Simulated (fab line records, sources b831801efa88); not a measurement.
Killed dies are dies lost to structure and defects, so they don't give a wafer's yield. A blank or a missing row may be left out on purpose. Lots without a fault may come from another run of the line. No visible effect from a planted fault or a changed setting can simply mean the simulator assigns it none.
fab line records	flow sky130
record lots=4	wafers=12	last-day=50
route steps=708 shown VIA2@527 METAL3@532 CAPM@537 PAD_OPEN@708
lots that met no fault: from a run of the same line without faults
start-h: start of the lot's first displayed wafer, in hours after the record's first day	wait-h: time in hours since the lot's previous step	" the same as in the row above	L1.1+2: a single row standing in for several wafers	- no value, or no start was given	* or withheld: withheld	< > ~ a bound
route shown NAME@n: names a module that has steps shown in the file, with the first one's number in the route	usual: mean/standard deviation taken from wafers without a fault	same: alike in all rows	chamber/n: place in a boat	sites: the reading at each site	_std_site: standard deviation of those values	_edge_site: inner sites' mean taken away from outer sites' mean	radius-mm: for every site, how far away it sits from the centre of the wafer	mask NAME#n: copy n	behind: the tool/chamber that last shaped the wafer	hold: cause of the lot's hold/its duration in hours/its outcome	device: which transistor (n, p or np) failed to switch	end of line: the route-end tests of the same wafers	for a step that has no rows: nothing shown but its recipe	killed: count of dies lost to structure and defects at first sort (not the wafer's yield)	map: a wafer's dies, x killed, . not, _ none there
set.NAME: the run value of the setting; set.NAME@STEP: its run value at that earlier step	model.NAME: the simulator's own value behind a step, which no gauge read
lots at selected steps of the route; one table per step, one row per wafer
services: from which hour (start-h, from the record's first day; less than 0 if before it) a tool's chamber was out of use, for how many hours, and why
## steps
# step SKY_VIA2_SPUTTER_20
# recipe material=TiN	target-thk-nm=20	chamber-pressure-pa=5	power-w=4000	time-s=80
# step SKY_VIA2_CVD_21
# recipe material=W	target-thk-nm=420	time-s=126.4	temp-c=400	pressure-torr=40
# step SKY_VIA2_CMP_24
# recipe stop-on=SiO2	t-overpolish-s=20	down-force-psi=3.5	platen-rpm=60	target-thk-nm=0	pad-velocity-m-s=0.94248
# step SKY_METAL3_SPUTTER_00
# recipe material=Ti	target-thk-nm=15	power-w=3000	time-s=10	chamber-pressure-pa=0.4
# step SKY_METAL3_SPUTTER_01
# recipe material=TiN	target-thk-nm=20	power-w=6500	time-s=16.7	chamber-pressure-pa=0.4
# step SKY_METAL3_SPUTTER_02
# recipe material=AlCu	target-thk-nm=735	power-w=10600	time-s=39.1	chamber-pressure-pa=0.4
# step SKY_METAL3_SPUTTER_03
# recipe material=Ti	target-thk-nm=5	power-w=3000	time-s=3.3	chamber-pressure-pa=0.4
# step SKY_METAL3_SPUTTER_04
# recipe material=TiN	target-thk-nm=70	power-w=6500	time-s=58.3	chamber-pressure-pa=0.4
# step SKY_CAPM_CVD_00
# recipe material=SiO2	target-thk-nm=15.5	temp-c=400	time-s=withheld	rf-w=450
# step SKY_CAPM_SPUTTER_02
# recipe material=TiN	target-thk-nm=200	temp-c=300	power-w=6500	time-s=166.7	chamber-pressure-pa=0.4
# usual throttle-valve-pct=30.6/0.93
lot.wafer	tool	chamber	start-h	wait-h	throttle-valve-pct	model.TiN_of_CAPM_SPUTTER_02.thk-nm
L659.1	pvd-sputter-03	-	902.38	0.1	31.6	200.6
L659.3	"	-	"	"	31.6	198.7
L659.5	"	-	"	"	30.8	201.5
L667.3	pvd-sputter-03	-	960.82	0.0	31.5	198.3
L667.5	"	-	"	"	30.7	182.5
L667.6	"	-	"	"	31.8	198.7
L668.2	pvd-sputter-03	-	970.71	0.0	31.6	180.4
L668.4	"	-	"	"	31.4	197.9
L668.5	"	-	"	"	31.5	180.7
L675.4	pvd-sputter-04	-	1011.44	0.0	31.0	200.6
L675.5	"	-	"	"	31.0	201.1
L675.6	"	-	"	"	28.9	202.3
# step SKY_CAPM_RS_MEAS_03
# recipe thk-meas-gauge=four-point-probe	reads=TiN_of_CAPM_SPUTTER_02
# usual CAPM_TIN_RS=6.89/0.069
lot.wafer	tool	chamber	start-h	wait-h	CAPM_TIN_RS[ohm/sq]
L659.1	film-metro-02	-	902.49	0.1	6.89
L659.3	"	-	"	"	6.96
L659.5	"	-	"	"	6.86
L667.3	film-metro-04	-	960.97	0.1	7.00
L667.5	"	-	"	"	7.61
L667.6	"	-	"	"	6.98
L668.2	film-metro-04	-	970.84	0.1	7.69
L668.4	"	-	"	"	7.00
L668.5	"	-	"	"	7.68
L675.4	film-metro-02	-	1011.61	0.1	6.91
L675.5	"	-	"	"	6.88
L675.6	"	-	"	"	6.84
# step SKY_CAPM_THK_MEAS_04
# recipe thk-meas-gauge=xrf	reads=TiN_of_CAPM_SPUTTER_02
# usual CAPM_TIN_THK=200.7/2.2
lot.wafer	tool	chamber	start-h	wait-h	CAPM_TIN_THK[nm]
L659.1	film-metro-02	-	902.61	0.1	201.6
L659.3	"	-	"	"	199.4
L659.5	"	-	"	"	202.5
L667.3	film-metro-04	-	961.07	0.1	197.8
L667.5	"	-	"	"	181.9
L667.6	"	-	"	"	198.2
L668.2	film-metro-04	-	970.95	0.1	179.9
L668.4	"	-	"	"	197.8
L668.5	"	-	"	"	180.7
L675.4	film-metro-02	-	1011.70	0.1	201.6
L675.5	"	-	"	"	202.7
L675.6	"	-	"	"	202.3
# step SKY_CAPM_DEHYDRATE_05
# recipe temp-c=200	time-s=60
# step SKY_CAPM_HMDS_06
# recipe prime-time-s=60	prime-temp-c=120
# step SKY_CAPM_COAT_07
# recipe resist=NOVOLAK	spin-rpm=3000	resist-thk-nm=1140
# step SKY_CAPM_SOFTBAKE_08
# recipe temp-c=90	time-s=60	resist=NOVOLAK
# step SKY_CAPM_EXPOSE_09
# recipe mask-id=CAPM	na=0.6	source-shape=conventional	sigma-outer=0.6	polarization=unpolarized	target-cd-nm=1000	dose-mj=159
# step SKY_CAPM_PEB_10
# recipe temp-c=withheld	time-s=*	resist=NOVOLAK
# step SKY_CAPM_DEVELOP_11
# recipe resist=NOVOLAK	developer=TMAH	develop-time-s=60	dev-temp-c=23
# step SKY_CAPM_METAL_ETCH_13
# recipe target-depth-nm=220	stop-on=SiO2	chemistry=Cl2/BCl3	target=TiN	pressure-mtorr=10	icp-w=900	bias-w=48.5	Cl2_flow_sccm=60	bcl3-flow-sccm=30	time-s=62.9
# usual drypump-motor-current-A=5.8/0.56	oes-product-au=0.943/0.007	throttle-valve-pct=21.901/0.0099
lot.wafer	tool	chamber	start-h	wait-h	drypump-motor-current-A	oes-product-au	rf-hours-counter-h	throttle-valve-pct
L659.1	rie-metal-04	0	926.00	0.0	6.5	0.952	14	21.894
L659.3	"	1	"	"	6.0	0.939	-	21.907
L659.5	"	1	"	"	6.0	0.949	-	21.885
L667.3	rie-metal-01	1	984.77	0.0	5.7	0.932	-	21.889
L667.5	"	1	"	"	5.7	0.885	-	21.947
L667.6	"	0	"	"	4.9	0.932	-	21.918
L668.2	rie-metal-02	0	994.34	0.0	6.4	0.883	17	21.927
L668.4	"	1	"	"	5.5	0.929	-	21.900
L668.5	"	1	"	"	5.5	0.886	-	21.956
L675.4	rie-metal-01	1	1034.62	0.0	5.7	0.942	-	21.891
L675.5	"	1	"	"	5.7	0.942	-	21.907
L675.6	"	0	"	"	4.8	0.953	-	21.897
# step SKY_CAPM_STRIP_14
# recipe chemistry=O2/N2	power-w=1400	pressure-mtorr=1500	platen-temp-c=withheld	o2-flow-sccm=3000	n2-flow-sccm=300	overash-fraction=0.5
# step SKY_CAPM_STRIP_15
# recipe chemistry=post-etch-residue-remover	time-s=1200	temp-c=72.5
# step SKY_CAPM_CLEAN_16
# recipe chemistry=IPA	time-s=180	temp-c=25
# step SKY_CAPM_CLEAN_17
# recipe chemistry=O3/DIW	dry=n2-spin
# step SKY_METAL3_DEHYDRATE_05
# recipe temp-c=200	time-s=60
# step SKY_METAL3_HMDS_06
# recipe prime-time-s=60	prime-temp-c=120
# step SKY_METAL3_COAT_07
# recipe resist=BARC	temp-c=withheld	time-s=withheld	spin-rpm=3000	resist-thk-nm=60
# step SKY_METAL3_COAT_08
# recipe resist=KrF-thick	spin-rpm=3000	resist-thk-nm=1140
# step SKY_METAL3_SOFTBAKE_09
# recipe temp-c=100	time-s=90	resist=KrF-thick
# step SKY_METAL3_EXPOSE_10
# recipe mask-id=MM3	na=0.68	source-shape=annular	sigma-inner=0.4	sigma-outer=0.8	target-cd-nm=300	dose-mj=28
# step SKY_METAL3_PEB_11
# recipe peb-temp-c=withheld	peb-time-s=withheld	resist=KrF-thick
# step SKY_METAL3_DEVELOP_12
# recipe develop-time-s=60	resist=KrF-thick	dev-temp-c=21
# step SKY_METAL3_DESCUM_15
# recipe chemistry=O2	source-power-w=150	bias-power-w=0	pressure-mtorr=10	temp-c=40	time-s=8
# step SKY_METAL3_ETCH_16
# recipe chemistry=N2/H2	target=BARC	ion-energy-ev=200	bias-w=100	pressure-mtorr=30	n2-flow-sccm=100	h2-flow-sccm=200	icp-w=500	stop-on=SiO2	time-s=88.2	target-depth-a=600
# step SKY_METAL3_ETCH_17
# recipe target=SiO2	stop-on=TiN	chemistry=C4F8/O2/Ar	source-w=1500	bias-w=1200	pressure-mtorr=40	c4f8-flow-sccm=withheld	O2_flow_sccm=6	Ar_flow_sccm=300	time-s=3.9	target-depth-a=150
# step SKY_METAL3_METAL_ETCH_18
# recipe target-depth-a=8450	stop-on=SiO2	over-etch-frac=0.3	time-s=183.1	chemistry=Cl2/BCl3	resist-sidewall-deg=88	pressure-mtorr=10	icp-w=900	bias-w=48.5	Cl2_flow_sccm=60	bcl3-flow-sccm=30
# step SKY_METAL3_STRIP_20
# recipe chemistry=post-etch-residue-remover	time-s=1200	temp-c=72.5
lot.wafer	tool	chamber	start-h	wait-h	model.TiN_of_CAPM_SPUTTER_02.thk-nm
L659.1	wet-bench-04	1	952.11	0.1	199.8
L659.3	"	1	"	"	197.8
L659.5	"	1	"	"	200.6
L667.3	wet-bench-04	3	1008.24	0.0	197.4
L667.5	"	3	"	"	181.6
L667.6	"	3	"	"	197.9
L668.2	wet-bench-03	3	1018.53	0.1	179.5
L668.4	"	3	"	"	197.1
L668.5	"	3	"	"	179.9
L675.4	wet-bench-02	0	1058.07	0.0	199.8
L675.5	"	0	"	"	200.2
L675.6	"	0	"	"	201.4
# step SKY_PAD_OPEN_PROBE_99
# usual defect-limited-yield=82.5/1.9	killed_at_M0_to_M3=43/6.8	killed_at_M4_up=3.2/1.7	killed-at-contacts=24/5.7	killed-at-front-end=16/4.3	killed-at-other=0.3/0.56	killed-dies=86/9.5	killed-open=47/6.9	killed-short=39/5.8	sort_bin_3_pad_short=0.9/0.39	sort_bin_5_function=10.3/1.5	sort_bin_6_memory=6.3/1.1	sort-n-pass=406/9.5	sort-yield-pct=82.5/1.9
# same gross-dies=492	killed-at-back-side=0	sort_bin_4_leakage[%]=0	sort_bin_8_speed[%]=0
lot.wafer	tool	chamber	start-h	wait-h	defect-limited-yield[%]	killed_at_M0_to_M3	killed_at_M4_up	killed-at-contacts	killed-at-front-end	killed-at-other	killed-dies	killed-open	killed-short	sort_bin_3_pad_short[%]	sort_bin_5_function[%]	sort_bin_6_memory[%]	sort-n-pass	sort-yield-pct[%]	model.etest.cap-mim.plate-ohm-sq	model.etest.cap-mim.leak-log10-a-cm2
L659.1	prober-01	-	1117.31	0.1	84.8	32	2	23	18	0	75	42	33	1.0	8.5	5.7	417	84.8	5.981	-8.852
L659.3	prober-01	-	1117.41	0.2	81.9	42	1	24	22	0	89	45	44	1.2	10.0	6.9	403	81.9	6.035	-8.824
L659.5	prober-01	-	1117.51	0.2	83.9	30	4	27	18	0	79	43	35	0.8	8.9	6.3	413	83.9	5.972	-9.068
L667.3	prober-01	-	1162.46	0.2	83.5	40	6	18	16	1	81	44	37	1.0	8.7	6.7	411	83.5	6.015	-8.816
L667.5	prober-01	-	1162.56	0.2	82.5	42	11	20	13	0	86	44	42	1.2	10.6	5.7	406	82.5	6.637	-8.868
L667.6	prober-01	-	1162.61	0.2	83.1	36	2	24	20	1	83	44	39	1.0	8.7	7.1	409	83.1	5.977	-9.085
L668.2	prober-02	-	1171.87	0.1	81.5	48	4	26	12	1	91	45	45	1.4	13.0	4.1	401	81.5	6.616	-8.704
L668.4	prober-02	-	1171.97	0.2	81.1	36	3	39	15	0	93	50	43	1.0	12.2	5.7	399	81.1	6.122	-8.901
L668.5	prober-02	-	1172.02	0.2	80.3	52	4	30	11	0	97	53	44	0.4	10.8	8.5	395	80.3	6.626	-8.813
L675.4	prober-01	-	1198.74	0.2	82.3	39	2	35	11	0	87	52	35	1.0	8.9	7.7	405	82.3	6.011	-8.846
L675.5	prober-01	-	1198.79	0.2	81.7	42	2	31	15	0	90	54	34	0.8	11.2	6.3	402	81.7	6.036	-9.034
L675.6	prober-01	-	1198.84	0.2	83.7	33	5	27	15	0	80	45	32	1.2	10.2	4.9	412	83.7	5.883	-9.055
# killed by level:class
L659.1 CONTACT:geometric-particle:open=8 VIA2:geometric-particle:open=7 FIELD_ISO:geometric-particle:open=6 POLY_GATE:geometric-particle:short=6 LI_CONTACT:geometric-particle:open=6 VIA1:geometric-particle:open=6 METAL2:geometric-particle:short=6 VIA1:geometric-particle:short=5
L659.3 CONTACT:geometric-particle:open=12 FIELD_ISO:geometric-particle:short=8 POLY_GATE:geometric-particle:short=8 VIA1:geometric-particle:open=7 VIA2:geometric-particle:open=7 METAL2:geometric-particle:short=6 VIA3:geometric-particle:open=6 LI_CONTACT:geometric-particle:open=5
L659.5 CONTACT:geometric-particle:open=14 VIA1:geometric-particle:open=8 POLY_GATE:geometric-particle:open=6 POLY_GATE:geometric-particle:short=6 LI_CONTACT:geometric-particle:open=4 CONTACT:geometric-particle:short=4 VIA3:geometric-particle:short=4 LI_CONTACT:geometric-particle:short=3
L667.3 VIA1:geometric-particle:open=10 METAL1:geometric-particle:short=8 LI_CONTACT:geometric-particle:open=6 METAL2:geometric-particle:short=6 FIELD_ISO:geometric-particle:short=5 CONTACT:geometric-particle:open=5 VIA3:geometric-particle:open=5 FIELD_ISO:geometric-particle:open=4
L667.5 METAL4:geometric-particle:short=9 VIA1:geometric-particle:open=7 VIA3:geometric-particle:open=7 CONTACT:geometric-particle:open=6 METAL2:geometric-particle:short=6 CONTACT:geometric-particle:short=5 VIA1:geometric-particle:short=5 VIA2:geometric-particle:open=5
L667.6 LI_CONTACT:geometric-particle:open=11 VIA3:geometric-particle:open=9 FIELD_ISO:geometric-particle:short=7 VIA1:geometric-particle:open=7 CONTACT:geometric-particle:open=6 METAL2:geometric-particle:short=5 METAL1:geometric-particle:short=5 POLY_GATE:geometric-particle:open=3
L668.2 CONTACT:geometric-particle:open=8 VIA2:geometric-particle:open=8 VIA1:geometric-particle:open=7 LI_CONTACT:geometric-particle:open=7 METAL2:geometric-particle:short=7 METAL3:geometric-particle:short=7 VIA2:geometric-particle:short=6 METAL1:geometric-particle:short=5
L668.4 CONTACT:geometric-particle:open=15 VIA3:geometric-particle:open=7 LI_CONTACT:geometric-particle:open=6 LOCAL_INTERCONNECT:geometric-particle:short=6 CONTACT:geometric-particle:short=6 VIA1:geometric-particle:open=6 POLY_GATE:geometric-particle:open=5 LI_CONTACT:geometric-particle:short=5
L668.5 CONTACT:geometric-particle:open=14 VIA3:geometric-particle:open=12 VIA1:geometric-particle:short=10 LI_CONTACT:geometric-particle:open=8 VIA1:geometric-particle:open=6 VIA2:geometric-particle:open=6 METAL3:geometric-particle:short=5 CONTACT:geometric-particle:short=5
L675.4 CONTACT:geometric-particle:open=14 CONTACT:geometric-particle:short=9 LI_CONTACT:geometric-particle:open=8 VIA3:geometric-particle:open=6 VIA1:geometric-particle:open=6 VIA2:geometric-particle:open=6 POLY_GATE:geometric-particle:open=4 METAL2:geometric-particle:short=4
L675.5 CONTACT:geometric-particle:open=11 VIA1:geometric-particle:open=10 VIA3:geometric-particle:open=9 LI_CONTACT:geometric-particle:open=7 CONTACT:geometric-particle:short=6 METAL2:geometric-particle:short=5 FIELD_ISO:geometric-particle:short=4 LOCAL_INTERCONNECT:geometric-particle:short=4
L675.6 CONTACT:geometric-particle:open=8 POLY_GATE:geometric-particle:open=7 VIA3:geometric-particle:open=6 CONTACT:geometric-particle:short=6 VIA2:geometric-particle:open=6 LI_CONTACT:geometric-particle:open=6 VIA1:geometric-particle:open=5 POLY_GATE:geometric-particle:short=4
## services
tool	chamber	start-h	hours	kind
rie-metal-01	-	912.37	2.8	pm
rie-metal-01	-	920.22	0.5	repair
pvd-sputter-03	-	940.61	5.2	repair
pvd-sputter-03	-	944.92	1.8	repair
pvd-sputter-03	1	1016.21	-	consumable-replace:kit
pvd-sputter-03	1	1016.21	18.0	scheduled-down
pvd-sputter-03	1	1016.21	18.0	vent-cycle
pvd-sputter-04	1	1045.41	-	consumable-replace:kit
pvd-sputter-04	1	1045.41	18.0	scheduled-down
pvd-sputter-04	1	1045.41	18.0	vent-cycle
pvd-sputter-04	-	1053.14	3.7	repair
## key
first-sign step=SKY_CAPM_RS_MEAS_03	reading=CAPM_TIN_RS	direction=up	sigmas=11	usual=6.89	struck=7.66
effect step=SKY_CAPM_THK_MEAS_04	reading=CAPM_TIN_THK	direction=down	sigmas=9.1	usual=200.7	struck=180.9
effect step=SKY_CAPM_METAL_ETCH_13	reading=oes-product-au	direction=down	sigmas=8.3	usual=0.943	struck=0.885
model-effect step=SKY_CAPM_SPUTTER_02	value=TiN_of_CAPM_SPUTTER_02.thk-nm	without=200.8	struck=181.2
model-effect step=SKY_METAL3_STRIP_20	value=TiN_of_CAPM_SPUTTER_02.thk-nm	without=199.9	struck=180.4
model-effect step=SKY_PAD_OPEN_PROBE_99	value=etest.cap-mim.plate-ohm-sq	without=5.98	struck=6.626
met-at SKY_CAPM_SPUTTER_02
struck-wafers L667.5,L668.2,L668.5
onset-between 902.38 960.82
fault kind=process-parameter-drift	tool=pvd-sputter-03	chamber=-	onset-h=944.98	steps=SKY_CAPM_SPUTTER_02	channel=time-s	offset=*	shape=step	end-h=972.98	scope=struck-wafers-only	acts-in=*	stated=*
